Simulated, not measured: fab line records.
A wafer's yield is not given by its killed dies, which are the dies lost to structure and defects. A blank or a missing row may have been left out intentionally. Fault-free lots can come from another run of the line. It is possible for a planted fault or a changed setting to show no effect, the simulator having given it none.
fab line records    flow sky130
record lots=5  wafers=15  last-day=49
route steps=708 shown VIA4@653 METAL5@661 PASSIVATION@681 PAD_OPEN@694
lots untouched by any fault: they come from a run of this same line in which no faults occurred
start-h: hours from the record's opening day to when the first of the lot's shown wafers began    wait-h: hours elapsed since this lot's preceding step    " same as the row above    L1.1+2: several wafers, shown together as one row    - value missing, or start not given    * or withheld: withheld    < > ~ a bound
route shown NAME@n: names a module that has steps shown in the file, with the first one's number in the route    usual: the fault-free wafers' mean and standard deviation    same: alike in all rows    chamber/n: place in a boat    sites: the reading at each site    _std_site: how widely they spread, as a standard deviation    _edge_site: outer sites' mean less inner sites'    radius-mm: how far each site lies from the wafer's centre    mask NAME#n: copy n    behind: the most recent tool/chamber to have shaped the wafer    hold: reason for holding the lot/hours on hold/outcome of the hold    device: transistor that didn't switch, given as n, p or np    end of line: tests of these same wafers at the route's end    for a step that has no rows: nothing shown but its recipe    killed: at the first sort, the dies lost to defects and structure; wafer yield is something else    map: a wafer's dies, x killed, . not, _ none there
set.NAME: the setting as run; set.NAME@STEP: as run at that earlier step    model.NAME: the simulator's own value behind a step, which no gauge read
certain route steps with their lots: each step a table, each wafer a row
services: when a tool's chamber went out of use (start-h, in hours from the record's first day, below 0 if earlier), for how many hours, and the reason
## steps
# step SKY_VIA4_STRIP_14
# recipe chemistry=post-etch-residue-remover  time-s=1200  temp-c=72.5
# step SKY_VIA4_CLEAN_15
# recipe chemistry=IPA  time-s=180  temp-c=25
# step SKY_VIA4_CLEAN_16
# recipe chemistry=O3/DIW  dry=n2-spin
# step SKY_VIA4_SPUTTER_17
# recipe material=TiN  target-thk-nm=20  chamber-pressure-pa=5  power-w=4000  time-s=80
# step SKY_VIA4_CVD_18
# recipe material=W  target-thk-nm=505  time-s=152.14  temp-c=400  pressure-torr=40
# step SKY_VIA4_CMP_21
# recipe stop-on=SiO2  t-overpolish-s=25  down-force-psi=3.5  platen-rpm=60  target-thk-nm=0  pad-velocity-m-s=0.94248
# step SKY_METAL5_SPUTTER_00
# recipe material=Ti  target-thk-nm=15  power-w=3000  time-s=10  chamber-pressure-pa=0.4
# step SKY_METAL5_SPUTTER_01
# recipe material=TiN  target-thk-nm=20  power-w=6500  time-s=16.17  chamber-pressure-pa=0.4
# step SKY_METAL5_SPUTTER_02
# recipe material=AlCu  target-thk-nm=1150  power-w=10600  time-s=61.2  chamber-pressure-pa=0.4
# step SKY_METAL5_SPUTTER_03
# recipe material=Ti  target-thk-nm=5  power-w=3000  time-s=3.3  chamber-pressure-pa=0.4
# step SKY_METAL5_SPUTTER_04
# recipe material=TiN  target-thk-nm=70  power-w=6500  time-s=58.3  chamber-pressure-pa=0.4
# usual cathode-dc-power-W=6499.9/1.1  chamber-pressure-pa=0.4000/0.0008  throttle-valve-pct=29.9/0.96
lot.wafer  tool            chamber  start-h  wait-h  cathode-dc-power-W  chamber-pressure-pa  throttle-valve-pct
L865.4     pvd-sputter-01  -        1026.71  0.0     -                   -                    -
L865.5     "               -        "        "       -                   -                    -
L865.6     "               -        "        "       -                   -                    -
L866.1     pvd-sputter-01  -        1033.58  0.0     -                   -                    -
L866.3     "               -        "        "       -                   -                    -
L866.4     "               -        "        "       -                   -                    -
L867.2     pvd-sputter-04  -        1034.04  0.0     -                   -                    -
L867.4     "               -        "        "       -                   -                    -
L867.5     "               -        "        "       -                   -                    -
L876.1     pvd-sputter-04  -        1091.20  0.0     6499.4              0.4009               29.0
L876.4     "               -        "        "       6500.4              0.3987               29.9
L876.6     "               -        "        "       6501.1              0.4004               30.5
L880.2     pvd-sputter-04  -        1114.95  0.0     6499.9              0.4011               29.3
L880.3     "               -        "        "       6498.2              0.4005               29.1
L880.5     "               -        "        "       6498.7              0.4006               30.5
# step SKY_METAL5_THK_MEAS_06
# recipe thk-meas-gauge=xrf  reads=AlCu_of_METAL5_SPUTTER_02
# usual METAL5_ALCU_THK=1148/12
lot.wafer  tool           chamber  start-h  wait-h  METAL5_ALCU_THK[nm]
L865.4     film-metro-03  -        1026.91  0.1     1355
L865.5     "              -        "        "       1367
L865.6     "              -        "        "       1359
L866.1     film-metro-01  -        1033.75  0.1     1358
L866.3     "              -        "        "       1377
L866.4     "              -        "        "       1365
L867.2     film-metro-01  -        1034.22  0.1     1347
L867.4     "              -        "        "       1329
L867.5     "              -        "        "       1351
L876.1     film-metro-03  -        1091.37  0.1     1140
L876.4     "              -        "        "       1149
L876.6     "              -        "        "       1162
L880.2     film-metro-03  -        1115.13  0.1     1145
L880.3     "              -        "        "       1145
L880.5     "              -        "        "       1154
# step SKY_METAL5_DEHYDRATE_07
# recipe temp-c=200  time-s=60
# step SKY_METAL5_HMDS_08
# recipe prime-time-s=60  prime-temp-c=120
# step SKY_METAL5_COAT_09
# recipe resist=NOVOLAK  spin-rpm=3000  resist-thk-nm=1800
# step SKY_METAL5_SOFTBAKE_10
# recipe temp-c=90  time-s=60  resist=NOVOLAK
# step SKY_METAL5_EXPOSE_11
# recipe mask-id=MM5  na=0.6  source-shape=conventional  sigma-outer=0.6  polarization=unpolarized  target-cd-nm=1600  dose-mj=190
# step SKY_METAL5_PEB_12
# recipe temp-c=withheld  time-s=*  resist=NOVOLAK
# step SKY_METAL5_DEVELOP_13
# recipe resist=NOVOLAK  developer=TMAH  develop-time-s=60  dev-temp-c=23
# step SKY_METAL5_DESCUM_14
# recipe chemistry=O2  source-power-w=150  bias-power-w=0  pressure-mtorr=10  temp-c=40  time-s=11
# step SKY_METAL5_METAL_ETCH_15
# recipe target-depth-a=12600  stop-on=SiO2  over-etch-frac=0.2  time-s=252  chemistry=Cl2/BCl3  resist-sidewall-deg=86  pressure-mtorr=10  icp-w=900  bias-w=48.5  Cl2_flow_sccm=60  bcl3-flow-sccm=30
# usual drypump-motor-current-A=5.8/0.52  oes-product-au=0.894/0.0054  throttle-valve-pct=22.264/0.009
lot.wafer  tool          chamber  start-h  wait-h  drypump-motor-current-A  oes-product-au  rf-hours-counter-h  throttle-valve-pct
L865.4     rie-metal-02  0        1048.83  0.1     6.2                      0.867           -                   22.246
L865.5     "             0        "        "       6.2                      0.876           -                   22.262
L865.6     "             1        "        "       5.8                      0.869           -                   22.255
L866.1     rie-metal-02  1        1055.55  0.0     5.8                      0.874           15                  22.267
L866.3     "             1        "        "       5.8                      0.872           -                   22.269
L866.4     "             0        "        "       6.2                      0.873           -                   22.264
L867.2     rie-metal-03  0        1056.15  0.0     5.5                      0.867           20                  22.266
L867.4     "             0        "        "       5.5                      0.873           -                   22.273
L867.5     "             0        "        "       5.5                      0.861           -                   22.270
L876.1     rie-metal-02  0        1111.50  0.0     6.2                      0.889           25                  22.274
L876.4     "             1        "        "       5.8                      0.890           -                   22.259
L876.6     "             0        "        "       6.2                      0.901           -                   22.272
L880.2     rie-metal-02  0        1134.55  0.0     6.2                      0.888           27                  22.260
L880.3     "             0        "        "       6.2                      0.898           -                   22.270
L880.5     "             0        "        "       6.2                      0.897           -                   22.254
# step SKY_METAL5_STRIP_16
# recipe chemistry=O2/N2  power-w=1400  pressure-mtorr=1500  platen-temp-c=withheld  o2-flow-sccm=3000  n2-flow-sccm=300  overash-fraction=0.5
# step SKY_METAL5_STRIP_17
# recipe chemistry=post-etch-residue-remover  time-s=1200  temp-c=72.5
# step SKY_METAL5_CLEAN_18
# recipe chemistry=IPA  time-s=180  temp-c=25
# step SKY_METAL5_CLEAN_19
# recipe chemistry=O3/DIW  dry=n2-spin
# step SKY_PASSIVATION_CVD_00
# recipe material=SiO2  target-thk-nm=90  temp-c=400  time-s=withheld  rf-w=600
# step SKY_PASSIVATION_CVD_02
# recipe material=Si3N4  target-thk-nm=540  temp-c=400  time-s=withheld  rf-w=450
# step SKY_PASSIVATION_DEHYDRATE_04
# recipe temp-c=200  time-s=60
# step SKY_PASSIVATION_HMDS_05
# recipe prime-time-s=60  prime-temp-c=120
# step SKY_PASSIVATION_COAT_06
# recipe spin-rpm=2000  resist-thk-nm=3000
# step SKY_PASSIVATION_SOFTBAKE_07
# recipe temp-c=110  time-s=withheld
# step SKY_PASSIVATION_EXPOSE_08
# recipe mask-id=NSM  target-cd-nm=3000  na=0.57  dose-mj=263.6
# step SKY_PASSIVATION_PEB_09
# recipe temp-c=115  time-s=withheld
# step SKY_PASSIVATION_DEVELOP_10
# recipe develop-time-s=60  dev-temp-c=23
# step SKY_PASSIVATION_ETCH_11
# recipe chemistry=CF4/O2  target-depth-nm=725  stop-on=AlCu  source-w=800  bias-w=150  pressure-mtorr=150  cf4-flow-sccm=80  O2_flow_sccm=10  time-s=161.1
# usual drypump-motor-current-A=5.5/0.41  oes-product-au=0.976/0.0069  throttle-valve-pct=5.965/0.0082
lot.wafer  tool         chamber  start-h  wait-h  drypump-motor-current-A  oes-product-au  rf-hours-counter-h  throttle-valve-pct  model.PASSIVATION.feature-depth-nm
L865.4     rie-diel-04  0        1071.30  -       5.1                      0.999           25                  5.967               725
L865.5     "            1        "        "       4.8                      0.992           -                   5.966               725
L865.6     "            0        "        "       5.1                      0.995           -                   5.965               725
L866.1     rie-diel-03  3        1077.75  -       5.4                      0.987           22                  5.974               725
L866.3     "            1        "        "       5.5                      0.988           21                  5.973               725
L866.4     "            0        "        "       5.9                      0.995           21                  5.964               725
L867.2     rie-diel-04  1        1078.45  -       4.8                      0.987           21                  5.981               725
L867.4     "            0        "        "       5.1                      0.989           25                  5.967               725
L867.5     "            1        "        "       4.8                      0.995           -                   5.952               725
L876.1     rie-diel-04  3        1131.85  -       6.2                      0.981           24                  5.952               703.5
L876.4     "            0        "        "       5.1                      0.981           27                  5.960               707.7
L876.6     "            1        "        "       4.8                      0.968           -                   5.959               712.4
L880.2     rie-diel-03  2        1154.10  -       5.6                      0.972           18                  5.959               700.3
L880.3     "            3        "        "       5.3                      0.970           25                  5.966               698.7
L880.5     "            2        "        "       5.7                      0.975           -                   5.965               708.7
# step SKY_PASSIVATION_STRIP_12
# recipe chemistry=O2/N2  power-w=1400  pressure-mtorr=1500  platen-temp-c=withheld  overash-fraction=0.7  o2-flow-sccm=3000  n2-flow-sccm=300
# step SKY_PAD_OPEN_DEHYDRATE_00
# recipe temp-c=200  time-s=60
# step SKY_PAD_OPEN_ETCH_07
# recipe chemistry=CF4/O2  target-depth-nm=725  stop-on=AlCu  source-w=800  bias-w=150  pressure-mtorr=150  cf4-flow-sccm=80  O2_flow_sccm=10  time-s=161.1
# usual drypump-motor-current-A=5.6/0.39  oes-product-au=0.977/0.0069  throttle-valve-pct=5.965/0.009
lot.wafer  tool         chamber  start-h  wait-h  drypump-motor-current-A  oes-product-au  rf-hours-counter-h  throttle-valve-pct  model.PAD_OPEN.feature-depth-nm
L865.4     rie-diel-03  2        1091.60  -       5.6                      0.991           15                  5.952               722.3
L865.5     "            2        "        "       5.6                      0.986           -                   5.967               715.5
L865.6     "            3        "        "       5.4                      0.994           -                   5.977               723.2
L866.1     rie-diel-03  1        1097.91  -       5.5                      0.994           21                  5.961               721.2
L866.3     "            0        "        "       5.9                      0.991           21                  5.960               721.4
L866.4     "            3        "        "       5.4                      0.989           23                  5.972               719.9
L867.2     rie-diel-04  1        1099.06  -       4.8                      0.995           22                  5.962               723.1
L867.4     "            0        "        "       5.1                      0.986           26                  5.979               725
L867.5     "            0        "        "       5.1                      1.003           -                   5.984               725
L876.1     rie-diel-03  3        1150.11  -       5.4                      0.979           25                  5.950               703.5
L876.4     "            3        "        "       5.4                      0.976           -                   5.978               707.7
L876.6     "            2        "        "       5.6                      0.972           -                   5.962               709.4
L880.2     rie-diel-03  0        1171.10  -       5.9                      0.970           24                  5.987               700.3
L880.3     "            1        "        "       5.5                      0.975           24                  5.954               698.7
L880.5     "            1        "        "       5.5                      0.977           -                   5.957               708.7
# step SKY_PAD_OPEN_PROBE_99
# usual defect-limited-yield=82.6/1.9  killed_at_M0_to_M3=43/6.9  killed_at_M4_up=3.2/2  killed-at-contacts=25/5.1  killed-at-front-end=15/4.5  killed-at-other=0.2/0.51  killed-dies=85/9.5  killed-open=48/6.9  killed-short=38/6.7  sort_bin_3_pad_short=0.8/0.4  sort_bin_5_function=10.2/1.6  sort_bin_6_memory=6.4/1.1  sort-n-pass=407/9.5  sort-yield-pct=82.6/1.9
# same gross-dies=492  killed-at-back-side=0  sort_bin_4_leakage[%]=0  sort_bin_8_speed[%]=0
lot.wafer  tool       chamber  start-h  wait-h  defect-limited-yield[%]  killed_at_M0_to_M3  killed_at_M4_up  killed-at-contacts  killed-at-front-end  killed-at-other  killed-dies  killed-open  killed-short  sort_bin_3_pad_short[%]  sort_bin_5_function[%]  sort_bin_6_memory[%]  sort-n-pass  sort-yield-pct[%]
L867.2     prober-01  -        1101.44  0.1     79.3                     49                  2                36                  15                   0                102          54           48            1.4                      12.0                    7.3                   390          79.3
L867.4     prober-01  -        1101.54  0.2     81.9                     45                  3                30                  11                   0                89           48           41            0.6                      11.2                    6.3                   403          81.9
L867.5     prober-01  -        1101.59  0.2     83.7                     45                  5                25                  4                    1                80           49           31            0.4                      10.4                    5.5                   412          83.7
L876.1     prober-02  -        1152.47  0.1     84.6                     36                  4                25                  11                   0                76           43           33            1.4                      9.3                     4.7                   416          84.6
L876.4     prober-02  -        1152.62  0.2     82.1                     49                  2                27                  10                   0                88           49           39            0                        10.4                    7.5                   404          82.1
L876.6     prober-02  -        1152.72  0.2     78.9                     65                  1                24                  13                   1                104          62           42            1.6                      12.6                    6.9                   388          78.9
L880.2     prober-02  -        1173.47  0.1     86.4                     32                  2                16                  17                   0                67           32           35            0.2                      8.5                     4.9                   425          86.4
L880.3     prober-02  -        1173.52  0.2     83.5                     43                  2                26                  10                   0                81           49           32            0.8                      10.0                    5.7                   411          83.5
L880.5     prober-02  -        1173.62  0.2     84.6                     34                  3                31                  8                    0                76           55           21            0.4                      8.5                     6.5                   416          84.6
# killed by level:class
L867.2 CONTACT:geometric-particle:open=11 LI_CONTACT:geometric-particle:open=10 VIA1:geometric-particle:open=8 VIA2:geometric-particle:open=8 CONTACT:geometric-particle:short=7 METAL1:geometric-particle:short=7 METAL3:geometric-particle:short=6 METAL2:geometric-particle:short=5
L867.4 VIA1:geometric-particle:open=8 VIA3:geometric-particle:open=8 LI_CONTACT:geometric-particle:open=8 LOCAL_INTERCONNECT:geometric-particle:short=7 CONTACT:geometric-particle:open=7 CONTACT:geometric-particle:short=5 VIA1:geometric-particle:short=5 VIA2:geometric-particle:open=5
L867.5 VIA1:geometric-particle:open=16 CONTACT:geometric-particle:open=10 VIA2:geometric-particle:open=7 LI_CONTACT:geometric-particle:open=5 VIA3:geometric-particle:open=5 LOCAL_INTERCONNECT:geometric-particle:short=4 CONTACT:geometric-particle:short=4 VIA1:geometric-particle:short=3
L876.1 VIA1:geometric-particle:open=10 LI_CONTACT:geometric-particle:open=8 CONTACT:geometric-particle:open=8 VIA1:geometric-particle:short=8 VIA3:geometric-particle:open=5 FIELD_ISO:geometric-particle:open=4 POLY_GATE:geometric-particle:short=4 METAL2:geometric-particle:short=4
L876.4 VIA1:geometric-particle:open=14 CONTACT:geometric-particle:open=11 VIA1:geometric-particle:short=9 VIA2:geometric-particle:open=8 LI_CONTACT:geometric-particle:open=5 LOCAL_INTERCONNECT:geometric-particle:short=5 VIA3:geometric-particle:open=5 CONTACT:geometric-particle:short=4
L876.6 VIA1:geometric-particle:open=21 VIA3:geometric-particle:open=11 METAL1:geometric-particle:short=8 LI_CONTACT:geometric-particle:open=8 VIA1:geometric-particle:short=8 VIA2:geometric-particle:open=6 CONTACT:geometric-particle:open=6 LOCAL_INTERCONNECT:geometric-particle:short=5
L880.2 VIA1:geometric-particle:open=10 FIELD_ISO:geometric-particle:short=6 CONTACT:geometric-particle:open=6 METAL2:geometric-particle:short=6 FIELD_ISO:geometric-particle:open=5 LI_CONTACT:geometric-particle:open=5 METAL1:geometric-particle:short=4 CONTACT:geometric-particle:short=3
L880.3 LI_CONTACT:geometric-particle:open=12 VIA1:geometric-particle:open=9 VIA3:geometric-particle:open=8 VIA3:geometric-particle:short=6 POLY_GATE:geometric-particle:open=5 CONTACT:geometric-particle:open=4 METAL2:geometric-particle:short=4 VIA2:geometric-particle:open=4
L880.5 CONTACT:geometric-particle:open=15 VIA1:geometric-particle:open=11 VIA2:geometric-particle:open=9 LI_CONTACT:geometric-particle:open=7 POLY_GATE:geometric-particle:open=3 METAL2:geometric-particle:short=3 LOCAL_INTERCONNECT:geometric-particle:short=3 CONTACT:geometric-particle:short=3
## services
tool            chamber  start-h  hours  kind
rie-diel-04     2        1046.96  8.3    repair
pvd-sputter-04  2        1061.42  -      consumable-replace:kit
pvd-sputter-04  2        1061.42  18.0   scheduled-down
pvd-sputter-04  2        1061.42  18.0   vent-cycle
pvd-sputter-01  -        1097.83  2.6    repair
rie-metal-03    0        1108.75  -      clean
rie-metal-03    0        1108.75  17.5   scheduled-down
rie-metal-03    0        1108.75  17.5   vent-cycle
rie-diel-04     2        1133.12  5.2    repair
pvd-sputter-01  2        1140.62  -      consumable-replace:kit
pvd-sputter-01  2        1140.62  18.0   scheduled-down
pvd-sputter-01  2        1140.62  18.0   vent-cycle
rie-diel-04     2        1143.35  8.1    repair
rie-diel-03     1        1144.81  6.7    repair
rie-metal-02    1        1149.17  1.5    repair
rie-metal-03    0        1155.75  2.0    repair
pvd-sputter-04  1        1156.26  -      consumable-replace:kit
pvd-sputter-04  1        1156.26  18.0   scheduled-down
pvd-sputter-04  1        1156.26  18.0   vent-cycle
rie-diel-03     3        1158.13  14.1   repair
## key
first-sign step=SKY_METAL5_SPUTTER_04  reading=tool-record  direction=missing
effect step=SKY_METAL5_THK_MEAS_06  reading=METAL5_ALCU_THK  direction=up  sigmas=17  usual=1148  struck=1356
effect step=SKY_METAL5_METAL_ETCH_15  reading=oes-product-au  direction=down  sigmas=4.4  usual=0.894  struck=0.870
model-effect step=SKY_PASSIVATION_ETCH_11  value=PASSIVATION.feature-depth-nm  without=705  struck=725
model-effect step=SKY_PAD_OPEN_ETCH_07  value=PAD_OPEN.feature-depth-nm  without=705  struck=721.8
met-at SKY_METAL5_SPUTTER_04
struck-wafers L865.4,L865.5,L865.6,L866.1,L866.3,L866.4,L867.2,L867.4,L867.5
fault kind=skipped-step-whole  tool=pvd-sputter-01,pvd-sputter-04  chamber=-  onset-h=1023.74  steps=SKY_METAL5_SPUTTER_04  scope=struck-lots-only
